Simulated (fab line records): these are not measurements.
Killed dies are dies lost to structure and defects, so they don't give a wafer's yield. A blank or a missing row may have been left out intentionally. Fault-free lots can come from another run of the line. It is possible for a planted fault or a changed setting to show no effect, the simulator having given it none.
Which tool is to blame? -- flow sky130 -- 33 wafers from 11 lots sampled at 4 of the route's 708 steps

== WHAT EACH GAUGE READ, for each wafer ==
SKY_POLY_CUT_CD_MEAS_08 targets a cd of 270 nm.
lot,measured,on,cd-nm (nm)
L687,day 24 05:58,cd-sem-01,268.1 268.8 268.2
L690,day 25 07:29,cd-sem-01,269.4 269.6 268.2
L691,day 26 00:02,cd-sem-01,270.3 269.8 270.4
L692,day 26 09:24,cd-sem-02,269.7 269.4 270.6
L695,day 26 22:58,cd-sem-02,270.9 271.0 271.1
L696,day 27 09:51,cd-sem-01,270.5 270.2 269.9
L697,day 27 12:05,cd-sem-01,267.3 269.0 268.9
L699,day 28 17:45,cd-sem-02,270.5 269.1 271.4
L705,day 30 11:28,cd-sem-01,269.5 269.7 267.8
L706,day 30 19:01,cd-sem-01,271.1 269.9 270.7
L707,day 30 23:37,cd-sem-02,268.9 256.2 268.6

== TOOL THAT RAN EACH LOT (tool first, then ch and the chambers of the sampled wafers, then the start) ==
lot,SKY_VT_ADJUST_LVTN_STRIP_09,SKY_GATE_OXIDE_STRIP_13,SKY_POLY_CUT_EXPOSE_05
L687,"plasma-asher-02 ch 0,1, day 6 19:19","plasma-asher-03 ch 0,1, day 13 19:44","krf-scanner-01 ch 0, day 23 15:06"
L690,"plasma-asher-04 ch 0,1, day 7 15:05","plasma-asher-03 ch 0,1, day 14 19:19","krf-scanner-02 ch 0, day 24 16:28"
L691,"plasma-asher-01 ch 0,1, day 8 01:57","plasma-asher-01 ch 0,1, day 15 10:58","krf-scanner-02 ch 0, day 25 09:54"
L692,"plasma-asher-01 ch 0,1, day 8 07:40","plasma-asher-03 ch 0,1, day 15 21:27","krf-scanner-01 ch 0, day 25 18:59"
L695,"plasma-asher-02 ch 0,1, day 9 00:02","plasma-asher-01 ch 0,1, day 16 11:26","krf-scanner-01 ch 0, day 26 08:11"
L696,"plasma-asher-02 ch 1, day 9 05:39","plasma-asher-04 ch 0,1, day 16 22:04","krf-scanner-02 ch 0, day 26 19:31"
L697,"plasma-asher-04 ch 0,1, day 9 12:53","plasma-asher-04 ch 0,1, day 17 03:19","krf-scanner-02 ch 0, day 26 22:35"
L699,"plasma-asher-02 ch 0,1, day 10 10:17","plasma-asher-04 ch 0,1, day 18 07:55","krf-scanner-01 ch 0, day 28 03:18"
L705,"plasma-asher-04 ch 0,1, day 11 23:59","plasma-asher-03 ch 0,1, day 20 06:10","krf-scanner-02 ch 0, day 29 21:29"
L706,"plasma-asher-01 ch 0,1, day 12 03:51","plasma-asher-03 ch 0,1, day 20 13:48","krf-scanner-02 ch 0, day 30 05:43"
L707,"plasma-asher-04 ch 0,1, day 12 08:20","plasma-asher-03 ch 0,1, day 20 16:25","krf-scanner-01 ch 0, day 30 09:53"
- SKY_VT_ADJUST_LVTN_STRIP_09: strips in O2/N2.
- SKY_GATE_OXIDE_STRIP_13: strips in O2/N2.
- SKY_POLY_CUT_EXPOSE_05: exposes mask NPCM, target cd 270 nm.

== THE ANSWER, worked out from the rows above alone ==
Rule: what is usual is taken from the lots themselves. Put in order of their means at a reading, lots are off if they are a third of the lots or fewer, leave a main group of 4 or more, and stand apart from it by a gap of 3 or more times the standard deviation of the main group's means; of several such gaps the widest counts. The tables above print the reading to a certain number of digits; a main group whose means all agree to those digits is not used. A lot without any number at a reading at which 4 lots or more have one is off too. All remaining lots with rows at the step are treated as sound.
Off: L707 (SKY_POLY_CUT_CD_MEAS_08, cd-nm). Mean 269.7 nm and standard deviation 0.88 in the main group.
A tool fits if, at a process step before that reading, it ran every lot that is off, and no sound lot after the first of them. The gauges at SKY_POLY_CUT_CD_MEAS_08 are tried like those tools. Can't be told from this: 4 tools fit, plasma-asher-04 at SKY_VT_ADJUST_LVTN_STRIP_09, plasma-asher-03 at SKY_GATE_OXIDE_STRIP_13, krf-scanner-01 at SKY_POLY_CUT_EXPOSE_05, cd-sem-02 at SKY_POLY_CUT_CD_MEAS_08.

== WHAT THE SIMULATOR HAD PUT IN ==
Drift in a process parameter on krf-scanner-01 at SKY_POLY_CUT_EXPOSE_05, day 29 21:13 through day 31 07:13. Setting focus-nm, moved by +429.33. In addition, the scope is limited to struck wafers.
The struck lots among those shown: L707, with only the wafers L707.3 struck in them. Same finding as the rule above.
